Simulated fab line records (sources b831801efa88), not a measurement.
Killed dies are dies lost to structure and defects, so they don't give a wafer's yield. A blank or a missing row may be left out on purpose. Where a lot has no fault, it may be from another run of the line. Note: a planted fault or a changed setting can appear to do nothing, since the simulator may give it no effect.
Comparing a struck lot with a sound one	flow sky130	23 steps out of a route of 708
Sound: the wafers L496.1, L496.2, L496.6. Struck: wafer L502.6 (left out: L502.2, L502.4 of the same lot, which were not struck); the cause appears at the end.
Each step with rows lists, per side, the tool, then ch with its chambers, then its first start. Under that, the readings that differ: sound wafers	struck wafers	difference of the means	sigmas: that difference in standard deviations of wafers without a fault.
alike: readings with means less than 2 such deviations apart, plus words and numbers identical on both sides. not compared: withheld readings, readings lacking a value on some wafer, bounds such as >300 that could conceal the same value, and numbers that have no deviation in the record and whose values overlap.
Wherever a step has rows on one side only, a row that says differs or no value, or a row with sigmas, the two part there. Non-overlapping numbers with no deviation appear without sigmas and do not part them. A reading that every wafer of one side lacks parts them only if that side has two wafers or more.

first, 8 steps without rows for these wafers: SKY_LDD_N_IMPLANT_08; SKY_LDD_N_IMPLANT_09; SKY_LDD_N_IMPLANT_10; SKY_LDD_N_IMPLANT_11; SKY_LDD_N_IMPLANT_12; SKY_LDD_N_IMPLANT_13; SKY_LDD_N_IMPLANT_14; SKY_LDD_N_IMPLANT_15.
SKY_LDD_N_STRIP_16: strips in O2/N2.
  sound on plasma asher-03 ch 0,1, day 20 08:56; struck on plasma asher-01 ch 1, day 23 03:38
reading	sound	struck	difference	sigmas
drypump motor current A (A)	6.1 6.7 6.6	5.0	-1.5	-2
  alike: oes product au, strip time to endpoint s
  not compared: rf hours counter h
SKY_LDD_N_TW_MEAS_17:
  sound on film metro-02 at day 20 09:02; struck on film metro-01 at day 23 03:44
  alike: LDD_N_TW
then, 2 steps without rows for these wafers: SKY_LDD_P_DEHYDRATE_00 (time 60 s); SKY_LDD_P_HMDS_01 (prime time 60 s).
SKY_LDD_P_COAT_02: resist thk 1140 nm.
  sound on litho track-03 ch 0, day 20 23:33; struck on litho track-02 ch 0, day 23 18:02
reading	sound	struck	difference	sigmas
model.NOVOLAK_of_LDD_P_COAT_02.thk nm (nm)	1138 1139 1142	1171	+31	
  alike: chill plate temp C, dispense pressure kPa
then, 3 steps without rows for these wafers: SKY_LDD_P_SOFTBAKE_03 (time 60 s); SKY_LDD_P_EXPOSE_04 (exposes mask PSDM, target cd 380 nm); SKY_LDD_P_PEB_05.
SKY_LDD_P_DEVELOP_06: develop time 60 s.
  sound on litho track-03 ch 0, day 21 15:54; struck on litho track-02 ch 0, day 24 09:08
reading	sound	struck	difference	sigmas
model.NOVOLAK_of_LDD_P_COAT_02.thk nm (nm)	1138 1138 1142	1171	+32	
  alike: chill plate temp C
SKY_LDD_P_CD_MEAS_07: target cd 380 nm.
  sound on cd sem-01 at day 21 16:03; struck on cd sem-02 at day 24 09:17
reading	sound	struck	difference	sigmas
cd nm (nm)	382.9 383.0 381.4	376.8	-5.6	-2
SKY_LDD_P_OVL_MEAS_08:
  sound on overlay-02 at day 21 16:10; struck on overlay-02 at day 24 09:23
  alike: LDD_P_OVL
next, for these wafers, 1 step has no rows: SKY_LDD_P_IMPLANT_09.
SKY_LDD_P_STRIP_10: strips in O2/N2.
  sound on plasma asher-04 ch 0,1, day 21 16:21; struck on plasma asher-04 ch 1, day 24 09:34
reading	sound	struck	difference	sigmas
strip time to endpoint s (s)	14.16 14.18 14.20	14.48	+0.30	+7
  alike: drypump motor current A, oes product au
  not compared: rf hours counter h
SKY_LDD_P_TW_MEAS_11:
  sound on film metro-04 at day 21 16:27; struck on film metro-01 at day 24 09:41
  alike: LDD_P_TW
-- record jumps: 25 days separate the struck wafers' starts on either side; left off in module LDD_P, taken up again in module PAD_OPEN, whose first shown step is the route's number 708 --
SKY_PAD_OPEN_PROBE_99:
  sound on prober-01 at day 47 12:52; struck on prober-01 at day 49 06:06
reading	sound	struck	difference	sigmas
killed at front end	22 16 29	12	-10	-2
  alike: killed_at_M0_to_M3, killed_at_M4_up, killed at contacts, killed at other, killed dies, killed open, killed short

== WHERE THEY PART ==
Earliest at SKY_LDD_N_STRIP_16; latest, in this record, at SKY_PAD_OPEN_PROBE_99.

WHY: what the simulator had put in
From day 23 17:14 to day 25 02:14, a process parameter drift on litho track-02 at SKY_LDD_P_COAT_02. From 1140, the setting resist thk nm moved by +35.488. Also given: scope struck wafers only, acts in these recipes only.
